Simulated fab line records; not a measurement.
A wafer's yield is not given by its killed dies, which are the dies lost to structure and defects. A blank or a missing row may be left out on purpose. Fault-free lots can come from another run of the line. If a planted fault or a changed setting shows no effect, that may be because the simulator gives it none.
fab line records | flow sky130
[record] lots = 13 | wafers = 39 | last_day = 50
route steps=708 shown PWDE@52 NWELL@67 VT_ADJUST_LVTN@104
lots that met no fault: from a run of the same line without faults
start_h: hours from the record's opening day to when the first of the lot's shown wafers began | wait_h: hours from the lot's prior step to this one | " the same as in the row above | L1.1+2: several wafers, shown together as one row | - no value, or no start given | * or withheld: withheld | < > ~ a bound
route shown NAME@n: a module of which the file shows steps, and the number in the route of the first | usual: mean and standard deviation over wafers with no fault | same: alike in all rows | chamber/n: place in a boat | sites: each site's reading | _std_site: the standard deviation of these | _edge_site: mean of outer sites minus mean of inner sites | radius_mm: how far each site lies from the wafer's centre | mask NAME#n: copy n | behind: the last tool/chamber to shape the wafer | hold: the reason the lot was held/the length of the hold in hours/how it ended | device: names the non-switching transistor (n, p or np) | end of line: the route-end tests of the same wafers | where a step has no rows: the recipe by itself | killed: the dies lost at the first sort to structure and to defects; this is not the yield of the wafer | map: a wafer's dies, x killed, . not, _ none there
set.NAME: the setting the step ran with; set.NAME@STEP: the setting that earlier step ran with | model.NAME: the simulator's own value behind a step, which no gauge read
route steps across a sampled set of lots; one table per step, one row per wafer
services: a tool's chamber out of use, with start hour (start_h, from the record's first day; less than 0 if before it), hours out, and reason
[[steps]]
[step SKY_PWDE_OVL_MEAS_07]
[usual] PWDE_OVL = -0.2/1.5
lot.wafer | tool       | chamber | start_h | wait_h | PWDE_OVL[nm]
L431.3    | overlay-02 | -       | 82.19   | -      | -0.7
L431.5    | "          | -       | "       | "      | -0.8
L431.6    | "          | -       | "       | "      | -0.4
L432.3    | overlay-01 | -       | 89.58   | -      | -1.3
L432.4    | "          | -       | "       | "      | -3.1
L432.5    | "          | -       | "       | "      | -2.1
L434.1    | overlay-02 | -       | 98.42   | -      | 0.5
L434.4    | "          | -       | "       | "      | 2.1
L434.6    | "          | -       | "       | "      | 0.5
L435.2    | overlay-02 | -       | 103.03  | -      | -2.1
L435.4    | "          | -       | "       | "      | -2.4
L435.6    | "          | -       | "       | "      | -0.9
L436.2    | overlay-01 | -       | 109.54  | -      | 1.9
L436.3    | "          | -       | "       | "      | 0.9
L436.5    | "          | -       | "       | "      | -1.3
L437.2    | overlay-02 | -       | 115.34  | -      | -0.3
L437.5    | "          | -       | "       | "      | -1.7
L437.6    | "          | -       | "       | "      | -0.1
L438.2    | overlay-02 | -       | 123.62  | -      | 0.0
L438.5    | "          | -       | "       | "      | 0.5
L438.6    | "          | -       | "       | "      | 0.0
L441.2    | overlay-02 | -       | 135.32  | -      | -1.3
L441.5    | "          | -       | "       | "      | -1.2
L441.6    | "          | -       | "       | "      | -0.7
L442.2    | overlay-01 | -       | 141.53  | -      | -1.2
L442.3    | "          | -       | "       | "      | -0.4
L442.4    | "          | -       | "       | "      | -0.2
L445.2    | overlay-02 | -       | 157.62  | -      | 0.0
L445.3    | "          | -       | "       | "      | 0.2
L445.5    | "          | -       | "       | "      | -0.8
L449.2    | overlay-01 | -       | 180.38  | -      | -1.0
L449.3    | "          | -       | "       | "      | -0.7
L449.5    | "          | -       | "       | "      | -1.6
L450.1    | overlay-01 | -       | 187.51  | -      | 1.2
L450.3    | "          | -       | "       | "      | -0.2
L450.6    | "          | -       | "       | "      | -0.4
L452.1    | overlay-02 | -       | 194.71  | -      | 0.8
L452.3    | "          | -       | "       | "      | -1.2
L452.4    | "          | -       | "       | "      | 1.5
[step SKY_PWDE_STRIP_09]
[recipe] chemistry = O2/N2 | power_w = 1400 | pressure_mtorr = 1500 | platen_temp_c = withheld | o2_flow_sccm = 3000 | n2_flow_sccm = 300 | overash_fraction = 0.5
[usual] drypump_motor_current_A = 5.68/0.23 | n2_flow_sccm = 300.1/0.89 | oes_product_au = 0.723/0.0047 | strip_time_to_endpoint_s = 36.89/0.098
lot.wafer | tool            | chamber | start_h | wait_h | drypump_motor_current_A | n2_flow_sccm | oes_product_au | rf_hours_counter_h | strip_time_to_endpoint_s
L431.3    | plasma_asher-04 | 0       | 82.40   | 0.1    | 5.43                    | 299.6        | 0.723          | -                  | 36.98
L431.5    | "               | 1       | "       | "      | 5.91                    | 298.9        | 0.725          | -                  | 36.95
L431.6    | "               | 0       | "       | "      | 5.42                    | 300.4        | 0.725          | -                  | 36.88
L432.3    | plasma_asher-01 | 1       | 89.78   | 0.1    | 5.73                    | 300.0        | 0.726          | -                  | 36.92
L432.4    | "               | 0       | "       | "      | 5.57                    | 299.3        | 0.723          | -                  | 37.05
L432.5    | "               | 1       | "       | "      | 5.69                    | 301.5        | 0.720          | -                  | 36.90
L434.1    | plasma_asher-04 | 0       | 98.61   | 0.1    | 5.38                    | 300.4        | 0.726          | 41                 | 36.91
L434.4    | "               | 1       | "       | "      | 5.91                    | 300.2        | 0.729          | -                  | 36.90
L434.6    | "               | 1       | "       | "      | 5.92                    | 300.7        | 0.718          | -                  | 36.94
L435.2    | plasma_asher-01 | 1       | 103.21  | 0.1    | 5.73                    | 300.0        | 0.724          | 46                 | 36.71
L435.4    | "               | 1       | "       | "      | 5.73                    | 300.0        | 0.722          | -                  | 36.76
L435.6    | "               | 0       | "       | "      | 5.56                    | 299.7        | 0.717          | -                  | 36.74
L436.2    | plasma_asher-02 | 1       | 109.72  | 0.1    | 6.04                    | 301.4        | 0.720          | 37                 | 36.85
L436.3    | "               | 1       | "       | "      | 6.04                    | 300.3        | 0.727          | -                  | 36.76
L436.5    | "               | 1       | "       | "      | 6.05                    | 301.0        | 0.728          | -                  | 36.82
L437.2    | plasma_asher-02 | 1       | 115.52  | 0.1    | 6.04                    | 300.4        | 0.725          | 38                 | 36.92
L437.5    | "               | 1       | "       | "      | 6.05                    | 300.1        | 0.725          | -                  | 37.05
L437.6    | "               | 0       | "       | "      | 5.39                    | 300.6        | 0.721          | -                  | 37.06
L438.2    | plasma_asher-04 | 0       | 123.80  | 0.1    | 5.42                    | 300.5        | 0.725          | 44                 | 36.96
L438.5    | "               | 0       | "       | "      | 5.45                    | 299.8        | 0.721          | -                  | 36.94
L438.6    | "               | 1       | "       | "      | 5.92                    | 301.1        | 0.731          | -                  | 36.81
L441.2    | plasma_asher-01 | 1       | 135.50  | 0.1    | 5.75                    | 297.9        | 0.719          | 2                  | 36.75
L441.5    | "               | 0       | "       | "      | 5.57                    | 300.6        | 0.727          | -                  | 36.72
L441.6    | "               | 1       | "       | "      | 5.71                    | 301.1        | 0.728          | -                  | 36.81
L442.2    | plasma_asher-02 | 0       | 141.71  | 0.1    | 5.41                    | 301.4        | 0.733          | 41                 | 36.98
L442.3    | "               | 0       | "       | "      | 5.42                    | 299.2        | 0.727          | -                  | 36.85
L442.4    | "               | 1       | "       | "      | 6.02                    | 300.1        | 0.724          | -                  | 36.97
L445.2    | plasma_asher-04 | 0       | 157.80  | 0.1    | 5.40                    | 300.0        | 0.964          | 47                 | -
L445.3    | "               | 1       | "       | "      | 5.91                    | 300.2        | 0.960          | -                  | -
L445.5    | "               | 1       | "       | "      | 5.92                    | 300.0        | 0.956          | -                  | -
L449.2    | plasma_asher-01 | 1       | 180.56  | 0.1    | 5.70                    | 301.0        | 0.724          | 6                  | 37.06
L449.3    | "               | 1       | "       | "      | 5.74                    | 300.2        | 0.717          | -                  | 37.18
L449.5    | "               | 0       | "       | "      | 5.55                    | 301.0        | 0.721          | -                  | 37.04
L450.1    | plasma_asher-02 | 1       | 187.70  | 0.1    | 6.00                    | 300.6        | 0.731          | 45                 | 36.83
L450.3    | "               | 0       | "       | "      | 5.42                    | 298.4        | 0.721          | -                  | 37.00
L450.6    | "               | 0       | "       | "      | 5.41                    | 300.6        | 0.718          | -                  | 36.93
L452.1    | plasma_asher-02 | 1       | 194.90  | 0.1    | 6.03                    | 298.7        | 0.731          | 46                 | 36.95
L452.3    | "               | 0       | "       | "      | 5.42                    | 301.3        | 0.712          | -                  | 36.84
L452.4    | "               | 1       | "       | "      | 6.03                    | 299.5        | 0.724          | -                  | 36.84
[step SKY_PWDE_TW_MEAS_10]
[usual] PWDE_TW = 372.2/2.3
lot.wafer | tool          | chamber | start_h | wait_h | PWDE_TW
L431.3    | film_metro-01 | -       | 82.49   | 0.1    | 375.2
L431.5    | "             | -       | "       | "      | 375.4
L431.6    | "             | -       | "       | "      | 373.8
L432.3    | film_metro-04 | -       | 89.87   | 0.1    | 375.5
L432.4    | "             | -       | "       | "      | 372.3
L432.5    | "             | -       | "       | "      | 374.4
L434.1    | film_metro-04 | -       | 98.71   | 0.1    | 372.1
L434.4    | "             | -       | "       | "      | 370.2
L434.6    | "             | -       | "       | "      | 371.3
L435.2    | film_metro-04 | -       | 103.32  | 0.1    | 370.5
L435.4    | "             | -       | "       | "      | 371.3
L435.6    | "             | -       | "       | "      | 369.8
L436.2    | film_metro-04 | -       | 109.83  | 0.1    | 370.6
L436.3    | "             | -       | "       | "      | 370.1
L436.5    | "             | -       | "       | "      | 369.9
L437.2    | film_metro-04 | -       | 115.63  | 0.1    | 370.1
L437.5    | "             | -       | "       | "      | 373.6
L437.6    | "             | -       | "       | "      | 372.2
L438.2    | film_metro-03 | -       | 123.91  | 0.1    | 370.2
L438.5    | "             | -       | "       | "      | 370.5
L438.6    | "             | -       | "       | "      | 369.4
L441.2    | film_metro-03 | -       | 135.61  | 0.1    | 370.2
L441.5    | "             | -       | "       | "      | 370.1
L441.6    | "             | -       | "       | "      | 369.9
L442.2    | film_metro-03 | -       | 141.82  | 0.1    | 370.5
L442.3    | "             | -       | "       | "      | 370.4
L442.4    | "             | -       | "       | "      | 369.5
L445.2    | film_metro-03 | -       | 157.91  | 0.1    | 369.6
L445.3    | "             | -       | "       | "      | 368.4
L445.5    | "             | -       | "       | "      | 368.2
L449.2    | film_metro-04 | -       | 180.67  | 0.1    | 371.8
L449.3    | "             | -       | "       | "      | 372.8
L449.5    | "             | -       | "       | "      | 372.6
L450.1    | film_metro-04 | -       | 187.80  | 0.1    | 370.4
L450.3    | "             | -       | "       | "      | 371.5
L450.6    | "             | -       | "       | "      | 370.1
L452.1    | film_metro-01 | -       | 195.00  | 0.1    | 374.6
L452.3    | "             | -       | "       | "      | 373.7
L452.4    | "             | -       | "       | "      | 376.7
[step SKY_NWELL_STRIP_14]
[recipe] chemistry = O2/N2 | power_w = 1400 | pressure_mtorr = 1500 | platen_temp_c = withheld | o2_flow_sccm = 3000 | n2_flow_sccm = 300 | overash_fraction = 0.5
[usual] drypump_motor_current_A = 5.63/0.27 | n2_flow_sccm = 300.0/1.1 | oes_product_au = 0.722/0.0043 | strip_time_to_endpoint_s = 36.90/0.1
lot.wafer | tool            | chamber | start_h | wait_h | drypump_motor_current_A | n2_flow_sccm | oes_product_au | rf_hours_counter_h | strip_time_to_endpoint_s
L431.3    | plasma_asher-02 | 0       | 100.45  | 0.1    | 5.40                    | 298.8        | 0.718          | -                  | 36.81
L431.5    | "               | 1       | "       | "      | 6.02                    | 301.1        | 0.724          | -                  | 36.82
L431.6    | "               | 0       | "       | "      | 5.40                    | 298.4        | 0.731          | -                  | 36.87
L432.3    | plasma_asher-02 | 0       | 108.60  | 0.1    | 5.42                    | 299.0        | 0.727          | -                  | 36.72
L432.4    | "               | 1       | "       | "      | 6.04                    | 300.2        | 0.730          | -                  | 36.81
L432.5    | "               | 0       | "       | "      | 5.41                    | 299.8        | 0.717          | -                  | 36.82
L434.1    | plasma_asher-02 | 1       | 117.13  | 0.1    | 6.04                    | 300.8        | 0.720          | 38                 | 36.94
L434.4    | "               | 1       | "       | "      | 6.02                    | 301.6        | 0.725          | -                  | 36.82
L434.6    | "               | 0       | "       | "      | 5.42                    | 300.2        | 0.725          | -                  | 36.81
L435.2    | plasma_asher-03 | 0       | 121.47  | 0.1    | 5.13                    | 298.7        | 0.721          | 33                 | 37.00
L435.4    | "               | 1       | "       | "      | 5.86                    | 301.8        | 0.730          | -                  | 37.15
L435.6    | "               | 0       | "       | "      | 5.15                    | 300.1        | 0.730          | -                  | 37.06
L436.2    | plasma_asher-02 | 0       | 128.87  | 0.1    | 5.42                    | 300.0        | 0.721          | 40                 | 36.88
L436.3    | "               | 1       | "       | "      | 6.00                    | 300.1        | 0.714          | -                  | 36.81
L436.5    | "               | 1       | "       | "      | 6.01                    | 299.4        | 0.713          | -                  | 36.93
L437.2    | plasma_asher-01 | 0       | 134.85  | 0.1    | 5.57                    | 300.0        | 0.716          | 2                  | 36.88
L437.5    | "               | 0       | "       | "      | 5.56                    | 301.4        | 0.727          | -                  | 36.87
L437.6    | "               | 1       | "       | "      | 5.74                    | 300.2        | 0.719          | -                  | 36.88
L438.2    | plasma_asher-01 | 1       | 143.95  | 0.1    | 5.72                    | 300.2        | 0.732          | 3                  | 36.88
L438.5    | "               | 0       | "       | "      | 5.56                    | 299.5        | 0.724          | -                  | 36.95
L438.6    | "               | 1       | "       | "      | 5.73                    | 300.9        | 0.729          | -                  | 37.01
L441.2    | plasma_asher-02 | 0       | 155.12  | 0.1    | 5.42                    | 301.1        | 0.727          | 42                 | 36.87
L441.5    | "               | 0       | "       | "      | 5.43                    | 299.6        | 0.728          | -                  | 36.75
L441.6    | "               | 1       | "       | "      | 6.01                    | 300.8        | 0.723          | -                  | 36.76
L442.2    | plasma_asher-02 | 1       | 161.82  | 0.1    | 6.02                    | 302.0        | 0.723          | 43                 | 36.92
L442.3    | "               | 0       | "       | "      | 5.42                    | 297.4        | 0.721          | -                  | 36.80
L442.4    | "               | 1       | "       | "      | 6.04                    | 301.7        | 0.721          | -                  | 36.86
L445.2    | plasma_asher-01 | 0       | 178.47  | 0.1    | 5.55                    | 299.8        | 0.727          | 6                  | 46.52
L445.3    | "               | 1       | "       | "      | 5.74                    | 297.9        | 0.725          | -                  | 46.52
L445.5    | "               | 1       | "       | "      | 5.70                    | 300.3        | 0.731          | -                  | 46.46
L449.2    | plasma_asher-01 | 0       | 202.05  | 0.1    | 5.57                    | 300.0        | 0.723          | 8                  | 36.91
L449.3    | "               | 0       | "       | "      | 5.56                    | 300.1        | 0.721          | -                  | 37.04
L449.5    | "               | 1       | "       | "      | 5.72                    | 300.4        | 0.728          | -                  | 36.90
L450.1    | plasma_asher-03 | 0       | 209.65  | 0.1    | 5.13                    | 300.0        | 0.724          | 41                 | 37.09
L450.3    | "               | 0       | "       | "      | 5.14                    | 300.3        | 0.733          | -                  | 36.99
L450.6    | "               | 1       | "       | "      | 5.86                    | 297.2        | 0.719          | -                  | 36.90
L452.1    | plasma_asher-03 | 0       | 217.62  | 0.1    | 5.13                    | 298.7        | 0.721          | 42                 | 36.92
L452.3    | "               | 1       | "       | "      | 5.88                    | 300.3        | 0.723          | -                  | 37.05
L452.4    | "               | 0       | "       | "      | 5.12                    | 299.4        | 0.718          | -                  | 36.86
[step SKY_NWELL_TW_MEAS_15]
[usual] NWELL_TW = 1815/14
lot.wafer | tool          | chamber | start_h | wait_h | hold                     | NWELL_TW
L431.3    | film_metro-03 | -       | 100.54  | 0.1    | -                        | 1793
L431.5    | "             | -       | "       | "      | -                        | 1790
L431.6    | "             | -       | "       | "      | -                        | 1789
L432.3    | film_metro-01 | -       | 108.69  | 0.1    | -                        | 1825
L432.4    | "             | -       | "       | "      | -                        | 1822
L432.5    | "             | -       | "       | "      | -                        | 1818
L434.1    | film_metro-01 | -       | 117.23  | 0.1    | -                        | 1818
L434.4    | "             | -       | "       | "      | -                        | 1822
L434.6    | "             | -       | "       | "      | -                        | 1820
L435.2    | film_metro-04 | -       | 121.58  | 0.1    | -                        | 1818
L435.4    | "             | -       | "       | "      | -                        | 1813
L435.6    | "             | -       | "       | "      | -                        | 1812
L436.2    | film_metro-01 | -       | 128.98  | 0.1    | -                        | 1824
L436.3    | "             | -       | "       | "      | -                        | 1841
L436.5    | "             | -       | "       | "      | -                        | 1828
L437.2    | film_metro-03 | -       | 134.96  | 0.1    | -                        | 1802
L437.5    | "             | -       | "       | "      | -                        | 1807
L437.6    | "             | -       | "       | "      | -                        | 1805
L438.2    | film_metro-03 | -       | 144.06  | 0.1    | -                        | 1799
L438.5    | "             | -       | "       | "      | -                        | 1807
L438.6    | "             | -       | "       | "      | -                        | 1791
L441.2    | film_metro-04 | -       | 155.23  | 0.1    | -                        | 1827
L441.5    | "             | -       | "       | "      | -                        | 1815
L441.6    | "             | -       | "       | "      | -                        | 1822
L442.2    | film_metro-01 | -       | 161.93  | 0.1    | -                        | 1828
L442.3    | "             | -       | "       | "      | -                        | 1833
L442.4    | "             | -       | "       | "      | -                        | 1832
L445.2    | film_metro-01 | -       | 178.58  | 0.1    | await_dispo/0.2h/release | 1662
L445.3    | "             | -       | "       | "      | await_dispo/0.2h/release | 1655
L445.5    | "             | -       | "       | "      | await_dispo/0.2h/release | 1666
L445.2    | film_metro-01 | -       | 178.81  | 0.2    | -                        | 1654
L445.3    | "             | -       | "       | "      | -                        | 1665
L445.5    | "             | -       | "       | "      | -                        | 1663
L449.2    | film_metro-03 | -       | 202.16  | 0.1    | -                        | 1790
L449.3    | "             | -       | "       | "      | -                        | 1795
L449.5    | "             | -       | "       | "      | -                        | 1792
L450.1    | film_metro-01 | -       | 209.75  | 0.1    | -                        | 1816
L450.3    | "             | -       | "       | "      | -                        | 1809
L450.6    | "             | -       | "       | "      | -                        | 1816
L452.1    | film_metro-04 | -       | 217.72  | 0.1    | -                        | 1814
L452.3    | "             | -       | "       | "      | -                        | 1821
L452.4    | "             | -       | "       | "      | -                        | 1809
[step SKY_VT_ADJUST_LVTN_OVL_MEAS_07]
[usual] VT_ADJUST_LVTN_OVL = 0.3/1.5
lot.wafer | tool       | chamber | start_h | wait_h | VT_ADJUST_LVTN_OVL[nm]
L431.3    | overlay-02 | -       | 158.03  | -      | -0.3
L431.5    | "          | -       | "       | "      | -1.3
L431.6    | "          | -       | "       | "      | 0.4
L432.3    | overlay-01 | -       | 167.25  | -      | -0.6
L432.4    | "          | -       | "       | "      | 0.9
L432.5    | "          | -       | "       | "      | 3.1
L434.1    | overlay-01 | -       | 176.84  | -      | 2.8
L434.4    | "          | -       | "       | "      | 0.9
L434.6    | "          | -       | "       | "      | 1.6
L435.2    | overlay-02 | -       | 182.23  | -      | 0.0
L435.4    | "          | -       | "       | "      | -0.2
L435.6    | "          | -       | "       | "      | 0.1
L436.2    | overlay-01 | -       | 189.39  | -      | 2.5
L436.3    | "          | -       | "       | "      | 1.1
L436.5    | "          | -       | "       | "      | 1.4
L437.2    | overlay-01 | -       | 196.19  | -      | -1.8
L437.5    | "          | -       | "       | "      | -0.6
L437.6    | "          | -       | "       | "      | -1.0
L438.2    | overlay-02 | -       | 206.44  | -      | 0.4
L438.5    | "          | -       | "       | "      | -1.0
L438.6    | "          | -       | "       | "      | -1.0
L441.2    | overlay-02 | -       | 219.44  | -      | -2.0
L441.5    | "          | -       | "       | "      | -1.4
L441.6    | "          | -       | "       | "      | -2.3
L442.2    | overlay-02 | -       | 226.13  | -      | -0.3
L442.3    | "          | -       | "       | "      | -1.1
L442.4    | "          | -       | "       | "      | 1.0
L445.2    | overlay-01 | -       | 245.08  | -      | 0.7
L445.3    | "          | -       | "       | "      | 2.0
L445.5    | "          | -       | "       | "      | 2.0
L449.2    | overlay-01 | -       | 272.34  | -      | 2.4
L449.3    | "          | -       | "       | "      | 0.9
L449.5    | "          | -       | "       | "      | 0.5
L450.1    | overlay-01 | -       | 279.87  | -      | -0.5
L450.3    | "          | -       | "       | "      | -1.1
L450.6    | "          | -       | "       | "      | 1.2
L452.1    | overlay-02 | -       | 289.46  | -      | -2.7
L452.3    | "          | -       | "       | "      | -1.1
L452.4    | "          | -       | "       | "      | -2.2
[[services]]
tool            | chamber | start_h | hours | kind
plasma_asher-04 | -       | 78.24   | 2.8   | pm
plasma_asher-01 | -       | 81.10   | 0.7   | repair
plasma_asher-01 | -       | 108.75  | 9.0   | pm
plasma_asher-01 | 0       | 108.75  | 9.0   | vent_cycle
plasma_asher-01 | 1       | 108.75  | 9.0   | vent_cycle
plasma_asher-03 | -       | 111.79  | 7.0   | repair
plasma_asher-01 | 0       | 117.75  | -     | clean
plasma_asher-01 | 1       | 117.75  | -     | clean
[[key]]
[first_sign] step = SKY_PWDE_STRIP_09 | reading = oes_product_au | direction = up | sigmas = 50 | usual = 0.723 | struck = 0.960
[effect] step = SKY_NWELL_STRIP_14 | reading = strip_time_to_endpoint_s | direction = up | sigmas = 94 | usual = * | struck = *
[effect] step = SKY_NWELL_TW_MEAS_15 | reading = visit | direction = added
[effect] step = SKY_NWELL_TW_MEAS_15 | reading = NWELL_TW | direction = down | sigmas = 11 | usual = 1815 | struck = 1661
met_at SKY_PWDE_STRIP_09
struck_lots L445
sort_left_out L445.2,L445.3,L445.5
tester_left_out L445
not_acting_at SKY_PWDE_OVL_MEAS_07,SKY_PWDE_TW_MEAS_10,SKY_VT_ADJUST_LVTN_OVL_MEAS_07
onset_between 123.80 157.80
[fault] kind = strip_aborted | tool = plasma_asher-04 | chamber = - | onset_h = 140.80 | steps = SKY_PWDE_STRIP_09 | offset = 0.50849 | end_h = 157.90
// tester_left_out: of these lots the tester's yield and bins aren't shown, on N5 and GAA mostly nor the transistor test; their killed dies are dies lost to structure and defects alone, not to doping, threshold or leakage, so they don't give the yield
// sort_left_out: the simulated sort isn't trusted on such a fault, so these wafers' sort isn't shown, and their yield isn't known
